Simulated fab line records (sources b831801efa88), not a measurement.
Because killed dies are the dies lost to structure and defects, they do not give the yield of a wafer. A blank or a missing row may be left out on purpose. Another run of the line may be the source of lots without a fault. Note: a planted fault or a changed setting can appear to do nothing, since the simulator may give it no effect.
Split-lot study || flow sfqLine || 5 lots, 27 wafers read, on a route of 325 steps

SPLIT DETAILS
At SFQ_TRILAYER_M1_ETCH_METAL_ETCH_042 (etches Nb in Cl2/Ar, stops on SiO2, target depth 240 nm, time 120 s), the setting timeS was moved away from the recipe's 120 s on 6 of the 27 wafers read, by -41.3% to +17.5%. For the rest of the wafers, this setting stayed at what the recipe calls for.

The reading is taken at the split's own step.

THE READING
oesProductAu, in a.u., at SFQ_TRILAYER_M1_ETCH_METAL_ETCH_042 (etches Nb in Cl2/Ar, stops on SiO2, target depth 240 nm, time 120 s). A value of 0.901 a.u. with a standard deviation of 0.0067 a.u. is what fault-free wafers of this fab line usually give.

{"wafer": "L074.1", "tool, chamber at the split": "rieMetal-03, 0", "timeS as run, s": 120, "against the recipe": "recipe", "oesProductAu, a.u.": 0.902, "against lot-mates on the recipe": "-"}
{"wafer": "L074.2", "tool, chamber at the split": "rieMetal-03, 0", "timeS as run, s": 120, "against the recipe": "recipe", "oesProductAu, a.u.": 0.898, "against lot-mates on the recipe": "-"}
{"wafer": "L074.3", "tool, chamber at the split": "rieMetal-03, 0", "timeS as run, s": 120, "against the recipe": "recipe", "oesProductAu, a.u.": 0.908, "against lot-mates on the recipe": "-"}
{"wafer": "L074.4", "tool, chamber at the split": "rieMetal-03, 0", "timeS as run, s": 120, "against the recipe": "recipe", "oesProductAu, a.u.": 0.896, "against lot-mates on the recipe": "-"}
{"wafer": "L074.5", "tool, chamber at the split": "rieMetal-03, 0", "timeS as run, s": 120, "against the recipe": "recipe", "oesProductAu, a.u.": 0.895, "against lot-mates on the recipe": "-"}
{"wafer": "L074.6", "tool, chamber at the split": "rieMetal-03, 0", "timeS as run, s": 120, "against the recipe": "recipe", "oesProductAu, a.u.": 0.898, "against lot-mates on the recipe": "-"}
{"wafer": "L077.2", "tool, chamber at the split": "rieMetal-04, 1", "timeS as run, s": 120, "against the recipe": "recipe", "oesProductAu, a.u.": 0.892, "against lot-mates on the recipe": "-"}
{"wafer": "L077.4", "tool, chamber at the split": "rieMetal-04, 1", "timeS as run, s": 120, "against the recipe": "recipe", "oesProductAu, a.u.": 0.892, "against lot-mates on the recipe": "-"}
{"wafer": "L077.6", "tool, chamber at the split": "rieMetal-04, 1", "timeS as run, s": 120, "against the recipe": "recipe", "oesProductAu, a.u.": 0.901, "against lot-mates on the recipe": "-"}
{"wafer": "L078.1", "tool, chamber at the split": "rieMetal-01, 0", "timeS as run, s": 120, "against the recipe": "recipe", "oesProductAu, a.u.": 0.912, "against lot-mates on the recipe": "-"}
{"wafer": "L078.2", "tool, chamber at the split": "rieMetal-01, 1", "timeS as run, s": 120, "against the recipe": "recipe", "oesProductAu, a.u.": 0.898, "against lot-mates on the recipe": "-"}
{"wafer": "L078.3", "tool, chamber at the split": "rieMetal-01, 0", "timeS as run, s": 120, "against the recipe": "recipe", "oesProductAu, a.u.": 0.897, "against lot-mates on the recipe": "-"}
{"wafer": "L078.4", "tool, chamber at the split": "rieMetal-01, 1", "timeS as run, s": 120, "against the recipe": "recipe", "oesProductAu, a.u.": 0.902, "against lot-mates on the recipe": "-"}
{"wafer": "L078.5", "tool, chamber at the split": "rieMetal-01, 1", "timeS as run, s": 120, "against the recipe": "recipe", "oesProductAu, a.u.": 0.898, "against lot-mates on the recipe": "-"}
{"wafer": "L078.6", "tool, chamber at the split": "rieMetal-01, 0", "timeS as run, s": 120, "against the recipe": "recipe", "oesProductAu, a.u.": 0.900, "against lot-mates on the recipe": "-"}
{"wafer": "L079.1", "tool, chamber at the split": "rieMetal-04, 1", "timeS as run, s": 141, "against the recipe": "+17.5%", "oesProductAu, a.u.": 0.909, "against lot-mates on the recipe": -0.005}
{"wafer": "L079.2", "tool, chamber at the split": "rieMetal-04, 0", "timeS as run, s": 120, "against the recipe": "recipe", "oesProductAu, a.u.": 0.914, "against lot-mates on the recipe": "-"}
{"wafer": "L079.3", "tool, chamber at the split": "rieMetal-04, 0", "timeS as run, s": 120, "against the recipe": "recipe", "oesProductAu, a.u.": 0.909, "against lot-mates on the recipe": "-"}
{"wafer": "L079.4", "tool, chamber at the split": "rieMetal-04, 1", "timeS as run, s": 120, "against the recipe": "recipe", "oesProductAu, a.u.": 0.919, "against lot-mates on the recipe": "-"}
{"wafer": "L079.5", "tool, chamber at the split": "rieMetal-04, 0", "timeS as run, s": 141, "against the recipe": "+17.5%", "oesProductAu, a.u.": 0.896, "against lot-mates on the recipe": -0.018}
{"wafer": "L079.6", "tool, chamber at the split": "rieMetal-04, 1", "timeS as run, s": 141, "against the recipe": "+17.5%", "oesProductAu, a.u.": 0.894, "against lot-mates on the recipe": -0.020}
{"wafer": "L081.1", "tool, chamber at the split": "rieMetal-01, 1", "timeS as run, s": 70.44, "against the recipe": "-41.3%", "oesProductAu, a.u.": 0.986, "against lot-mates on the recipe": "+0.085"}
{"wafer": "L081.2", "tool, chamber at the split": "rieMetal-01, 0", "timeS as run, s": 70.44, "against the recipe": "-41.3%", "oesProductAu, a.u.": 1.012, "against lot-mates on the recipe": "+0.111"}
{"wafer": "L081.3", "tool, chamber at the split": "rieMetal-01, 0", "timeS as run, s": 120, "against the recipe": "recipe", "oesProductAu, a.u.": 0.901, "against lot-mates on the recipe": "-"}
{"wafer": "L081.4", "tool, chamber at the split": "rieMetal-01, 1", "timeS as run, s": 120, "against the recipe": "recipe", "oesProductAu, a.u.": 0.897, "against lot-mates on the recipe": "-"}
{"wafer": "L081.5", "tool, chamber at the split": "rieMetal-01, 1", "timeS as run, s": 70.44, "against the recipe": "-41.3%", "oesProductAu, a.u.": 0.985, "against lot-mates on the recipe": "+0.084"}
{"wafer": "L081.6", "tool, chamber at the split": "rieMetal-01, 0", "timeS as run, s": 120, "against the recipe": "recipe", "oesProductAu, a.u.": 0.906, "against lot-mates on the recipe": "-"}

THE FIT
A straight line over all 27 wafers: oesProductAu changes by -0.00186 a.u. for each +1% of timeS; r = -0.90; the points scatter about the line by 0.013 a.u.
The same after taking each lot's own level away (the mean of its wafers on the recipe; 27 wafers): -0.00199 a.u. for each +1%; r = -0.95; scatter 0.0096 a.u.
Per that fit: largest timeS move, reading shift of 0.082 a.u.
The span of the lots' own levels, 0.8950 to 0.9140 a.u., comes to 2.8 times the standard deviation stated above.
The two slopes are in agreement: the lot-to-lot level therefore moves the slope only a little.
Check: with one of the wafers moved furthest among these (-41.3%) left out of the fit, the line predicts +0.0862 a.u. for it against its lot-mates. Against them it came out at +0.0847 a.u.
Tool readings at the split's step, against how far the setting was moved: oesProductAu r = -0.90.

ADDITIONAL SPLITS CARRIED BY THESE WAFERS
These wafers also went through other splits before the reading. Each is held against what the fit with the lots' levels taken away leaves over:
{"other split on the same wafers": "SFQ_TRILAYER_L0_DEP_SPUTTER_003 timeS", "wafers away from the commonest value": 12, "r with oesProductAu (lot level and that fit taken away)": -0.27}
{"other split on the same wafers": "SFQ_TRILAYER_M0_DEP_SPUTTER_019 timeS", "wafers away from the commonest value": 9, "r with oesProductAu (lot level and that fit taken away)": -0.09}

THE WHOLE CHAIN: every reading that the file lists as answering this split, in the file's order
{"step": "SFQ_TRILAYER_M1_ETCH_METAL_ETCH_042", "what it does": "etches Nb in Cl2/Ar, stops on SiO2, target depth 240 nm, time 120 s", "reading": "oesProductAu", "change (the file's fit)": "-0.00204 a.u. for each +1% of the setting", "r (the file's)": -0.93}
{"step": "SFQ_TRILAYER_M1_ETCH_METAL_ETCH_042", "what it does": "etches Nb in Cl2/Ar, stops on SiO2, target depth 240 nm, time 120 s", "reading": "M1.featureDepthNm (the simulator's own value, which no gauge read)", "change (the file's fit)": "+1.33 nm for each +1% of the setting", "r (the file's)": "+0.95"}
{"step": "SFQ_TRILAYER_M1_ETCH_METAL_ETCH_042", "what it does": "etches Nb in Cl2/Ar, stops on SiO2, target depth 240 nm, time 120 s", "reading": "KrF_of_TRILAYER_M1_LITHO_COAT_039.thkNm (the simulator's own value, which no gauge read)", "change (the file's fit)": "-1.41 nm for each +1% of the setting", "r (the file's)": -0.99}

FILE'S OWN FIT
oesProductAu changes by -0.00204 a.u. for each +1% of timeS, r = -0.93.
